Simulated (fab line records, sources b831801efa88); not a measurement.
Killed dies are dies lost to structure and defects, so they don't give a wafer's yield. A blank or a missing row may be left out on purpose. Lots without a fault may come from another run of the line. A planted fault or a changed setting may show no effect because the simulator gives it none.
Which tool did it? | flow sky130 | 14 lots, 42 wafers sampled, at 5 steps of a route of 708

WHAT THE GAUGES READ, wafer by wafer
SKY_PAD_OPEN_BOW_MEAS_13. Usual: PAD_OPEN_BOW 47 um, standard deviation 7.2.
lot  | measured     | on            | PAD_OPEN_BOW (um) | flag
L191 | day 45 15:10 | film_metro-02 | 50 52 53          |
L192 | day 45 15:44 | film_metro-02 | 50 49 49          |
L193 | day 46 03:16 | film_metro-04 | 55 42 41          |
L194 | day 46 10:52 | film_metro-04 | 43 47 31          |
L204 | day 49 00:18 | film_metro-02 | 58 43 46          |
L205 | day 49 03:55 | film_metro-02 | 54 58 57          |
L206 | day 49 11:11 | film_metro-01 | 49 41 56          |
L207 | day 49 19:01 | film_metro-02 | 49 44 45          |
L208 | day 49 19:20 | film_metro-02 | 44 48 48          |
L209 | day 50 00:24 | film_metro-04 | 53 43 34          |
L211 | day 50 12:34 | film_metro-04 | 48 57 53          |
L212 | day 50 14:01 | film_metro-02 | 44 48 42          |
L213 | day 50 15:47 | film_metro-02 | 51 48 38          |
L214 | day 51 00:34 | film_metro-04 | 47 51 33          |

WHICH TOOL RAN EACH LOT (tool, then ch and the chambers of the sampled wafers, then the start)
lot  | SKY_METAL4_DESCUM_15              | SKY_METAL4_ETCH_17                 | SKY_PASSIVATION_STRIP_12             | SKY_PAD_OPEN_STRIP_08
L191 | rie_metal-02 ch 0,1, day 41 16:15 | rie_diel-04 ch 0,2,3, day 41 16:23 | plasma_asher-02 ch 1, day 44 15:13   | plasma_asher-01 ch 1, day 45 13:04
L192 | rie_metal-02 ch 0,1, day 41 17:19 | rie_diel-01 ch 0,2,3, day 41 17:26 | plasma_asher-04 ch 0,1, day 44 15:57 | plasma_asher-02 ch 0,1, day 45 13:38
L193 | rie_metal-01 ch 0,1, day 42 05:16 | rie_diel-04 ch 0,2,3, day 42 05:24 | plasma_asher-04 ch 0,1, day 45 04:20 | plasma_asher-01 ch 0,1, day 46 01:10
L194 | rie_metal-03 ch 0,1, day 42 11:46 | rie_diel-04 ch 0,1,2, day 42 11:53 | plasma_asher-02 ch 0,1, day 45 11:53 | plasma_asher-01 ch 0,1, day 46 08:44
L204 | rie_metal-02 ch 0,1, day 45 09:52 | rie_diel-01 ch 1,2,3, day 45 10:00 | plasma_asher-04 ch 0,1, day 48 02:54 | plasma_asher-01 ch 0,1, day 48 22:11
L205 | rie_metal-01 ch 0,1, day 45 15:59 | rie_diel-04 ch 0,1,2, day 45 16:07 | plasma_asher-04 ch 0,1, day 48 07:40 | plasma_asher-04 ch 0,1, day 49 01:49
L206 | rie_metal-03 ch 0,1, day 46 00:47 | rie_diel-01 ch 0,1, day 46 00:55   | plasma_asher-02 ch 0,1, day 48 15:22 | plasma_asher-02 ch 0, day 49 09:05
L207 | rie_metal-01 ch 0,1, day 46 08:26 | rie_diel-04 ch 2,3, day 46 08:37   | plasma_asher-02 ch 0, day 48 23:34   | plasma_asher-04 ch 0,1, day 49 16:53
L208 | rie_metal-01 ch 0,1, day 46 10:02 | rie_diel-04 ch 1,2,3, day 46 10:10 | plasma_asher-02 ch 0,1, day 49 00:16 | plasma_asher-02 ch 0,1, day 49 17:14
L209 | rie_metal-01 ch 0,1, day 46 15:25 | rie_diel-04 ch 2,3, day 46 15:32   | plasma_asher-02 ch 0,1, day 49 05:03 | plasma_asher-01 ch 0,1, day 49 22:18
L211 | rie_metal-01 ch 0,1, day 47 04:23 | rie_diel-04 ch 1,2,3, day 47 04:31 | plasma_asher-03 ch 0,1, day 49 17:22 | plasma_asher-01 ch 0,1, day 50 10:11
L212 | rie_metal-02 ch 1, day 47 06:40   | rie_diel-04 ch 0,1, day 47 06:48   | plasma_asher-04 ch 0,1, day 49 18:02 | plasma_asher-01 ch 0,1, day 50 10:58
L213 | rie_metal-01 ch 0,1, day 47 09:55 | rie_diel-04 ch 1,3, day 47 10:02   | plasma_asher-02 ch 1, day 49 21:37   | plasma_asher-01 ch 1, day 50 13:40
L214 | rie_metal-02 ch 1, day 47 21:50   | rie_diel-02 ch 1,2,3, day 47 21:58 | plasma_asher-02 ch 0,1, day 50 07:17 | plasma_asher-02 ch 1, day 50 22:26
- SKY_METAL4_DESCUM_15: chemistry O2, time 8 s.
- SKY_METAL4_ETCH_17: etches SiO2 in C4F8/O2/Ar, stops on TiN, time 3.9 s, target depth 15 nm.
- SKY_PASSIVATION_STRIP_12: strips in O2/N2.
- SKY_PAD_OPEN_STRIP_08: strips in O2/N2.

WHAT THE TOOLS THEMSELVES READ (means of the sampled wafers that have a number; where no wafer has one, the mark that the record gives instead)
SKY_METAL4_DESCUM_15. Usual: drypump_motor_current_A 5.86 A, standard deviation 0.25; he_backside_leak_sccm 3.44 sccm, standard deviation 0.29; oes_product_au 1.000 a.u., standard deviation 0.0096.
lot  | tool         | drypump_motor_current_A (A) | he_backside_leak_sccm (sccm) | oes_product_au (a.u.) | flag
L191 | rie_metal-02 | 5.68                        | 3.42                         | 0.995                 |
L192 | rie_metal-02 | 5.76                        | 3.49                         | 1.008                 |
L193 | rie_metal-01 | 5.93                        | 3.41                         | 0.997                 |
L194 | rie_metal-03 | 6.00                        | 3.43                         | 0.984                 |
L204 | rie_metal-02 | 5.78                        | 3.34                         | 1.000                 |
L205 | rie_metal-01 | 5.69                        | 3.36                         | 1.001                 |
L206 | rie_metal-03 | 6.01                        | 3.25                         | 0.989                 |
L207 | rie_metal-01 | 5.92                        | 3.39                         | 1.013                 |
L208 | rie_metal-01 | 5.70                        | 3.47                         | 1.010                 |
L209 | rie_metal-01 | 5.89                        | 3.40                         | 1.005                 |
L211 | rie_metal-01 | 5.92                        | 3.44                         | 1.004                 |
L212 | rie_metal-02 | 5.84                        | 3.31                         | 1.008                 |
L213 | rie_metal-01 | 5.93                        | 3.56                         | 1.006                 |
L214 | rie_metal-02 | 5.84                        | 3.47                         | 0.996                 |

SKY_METAL4_ETCH_17. Usual: oes_product_au 0.754 a.u., standard deviation 0.0062.
lot  | tool        | oes_product_au (a.u.) | flag
L191 | rie_diel-04 | 0.758                 |
L192 | rie_diel-01 | 0.756                 |
L193 | rie_diel-04 | 0.756                 |
L194 | rie_diel-04 | 0.758                 |
L204 | rie_diel-01 | 0.755                 |
L205 | rie_diel-04 | 0.748                 |
L206 | rie_diel-01 | 0.756                 |
L207 | rie_diel-04 | 0.758                 |
L208 | rie_diel-04 | 0.756                 |
L209 | rie_diel-04 | 0.759                 |
L211 | rie_diel-04 | 0.756                 |
L212 | rie_diel-04 | 0.753                 |
L213 | rie_diel-04 | 0.756                 |
L214 | rie_diel-02 | 0.747                 |

SKY_PASSIVATION_STRIP_12. Usual: chamber_pressure_mTorr 1500.1 mTorr, standard deviation 1.4; drypump_motor_current_A 6.3 A, standard deviation 0.34; oes_product_au 0.661 a.u., standard deviation 0.0047; strip_time_to_endpoint_s 31.53 s, standard deviation 0.14.
lot  | tool            | chamber_pressure_mTorr (mTorr) | drypump_motor_current_A (A) | oes_product_au (a.u.) | strip_time_to_endpoint_s (s) | flag
L191 | plasma_asher-02 | 1500.9                         | 6.5                         | 0.661                 | 31.75                        |
L192 | plasma_asher-04 | 1500.6                         | 5.9                         | 0.660                 | 31.77                        |
L193 | plasma_asher-04 | -                              | -                           | -                     | -                            | OFF
L194 | plasma_asher-02 | -                              | -                           | -                     | -                            | OFF
L204 | plasma_asher-04 | 1499.9                         | 5.9                         | 0.659                 | 31.46                        |
L205 | plasma_asher-04 | 1499.3                         | 5.9                         | 0.663                 | 31.54                        |
L206 | plasma_asher-02 | 1500.8                         | 6.5                         | 0.660                 | 31.43                        |
L207 | plasma_asher-02 | 1499.9                         | 6.6                         | 0.664                 | 31.59                        |
L208 | plasma_asher-02 | 1501.1                         | 6.5                         | 0.663                 | 31.56                        |
L209 | plasma_asher-02 | 1500.5                         | 6.5                         | 0.660                 | 31.47                        |
L211 | plasma_asher-03 | 1500.2                         | 6.1                         | 0.661                 | 31.46                        |
L212 | plasma_asher-04 | 1498.8                         | 5.9                         | 0.661                 | 31.63                        |
L213 | plasma_asher-02 | 1499.0                         | 6.5                         | 0.657                 | 31.32                        |
L214 | plasma_asher-02 | 1498.8                         | 6.6                         | 0.662                 | 31.42                        |

SKY_PAD_OPEN_STRIP_08. Usual: chamber_pressure_mTorr 1500.1 mTorr, standard deviation 1.4; drypump_motor_current_A 6.1 A, standard deviation 0.52; oes_product_au 0.663 a.u., standard deviation 0.0047; strip_time_to_endpoint_s 37.03 s, standard deviation 0.088.
lot  | tool            | chamber_pressure_mTorr (mTorr) | drypump_motor_current_A (A) | oes_product_au (a.u.) | strip_time_to_endpoint_s (s) | flag
L191 | plasma_asher-01 | 1500.3                         | 6.6                         | 0.656                 | 37.06                        |
L192 | plasma_asher-02 | 1501.3                         | 6.5                         | 0.667                 | 37.12                        |
L193 | plasma_asher-01 | 1499.3                         | 6.2                         | 0.695                 | 73.99                        | OFF
L194 | plasma_asher-01 | 1500.6                         | 6.2                         | 0.693                 | 74.27                        | OFF
L204 | plasma_asher-01 | 1501.5                         | 6.1                         | 0.665                 | 36.97                        |
L205 | plasma_asher-04 | 1500.1                         | 5.7                         | 0.664                 | 37.02                        |
L206 | plasma_asher-02 | 1500.6                         | 6.6                         | 0.664                 | 36.97                        |
L207 | plasma_asher-04 | 1500.0                         | 5.9                         | 0.665                 | 36.96                        |
L208 | plasma_asher-02 | 1500.3                         | 6.5                         | 0.665                 | 37.03                        |
L209 | plasma_asher-01 | 1499.4                         | 5.8                         | 0.660                 | 36.99                        |
L211 | plasma_asher-01 | 1499.8                         | 5.8                         | 0.664                 | 37.00                        |
L212 | plasma_asher-01 | 1499.9                         | 5.8                         | 0.659                 | 37.10                        |
L213 | plasma_asher-01 | 1499.7                         | 6.6                         | 0.661                 | 37.18                        |
L214 | plasma_asher-02 | 1501.4                         | 6.4                         | 0.661                 | 37.07                        |

THE ANSWER, worked out from the rows above alone
Rule: a lot is off if the mean of its wafers that have a number lies more than 3 standard deviations from the usual mean. A lot without any number at a reading at which 4 lots or more have one is off too. The other lots that the step has rows for count as sound. The gauges are gone through in route order, then the tools' own readings, and for those a lot's mean is taken as printed above. The first step at which some lot is off is used, and at that step the reading that is off furthest; a lot without a number counts as furthest.
Off: L193, L194, at SKY_PASSIVATION_STRIP_12 (chamber_pressure_mTorr). Without a number there: L193, L194.
A tool fits if, at that step or a process step before it, it ran every lot that is off, and no sound lot after the first of them. None of those tried fits.

WHAT THE SIMULATOR HAD PUT IN
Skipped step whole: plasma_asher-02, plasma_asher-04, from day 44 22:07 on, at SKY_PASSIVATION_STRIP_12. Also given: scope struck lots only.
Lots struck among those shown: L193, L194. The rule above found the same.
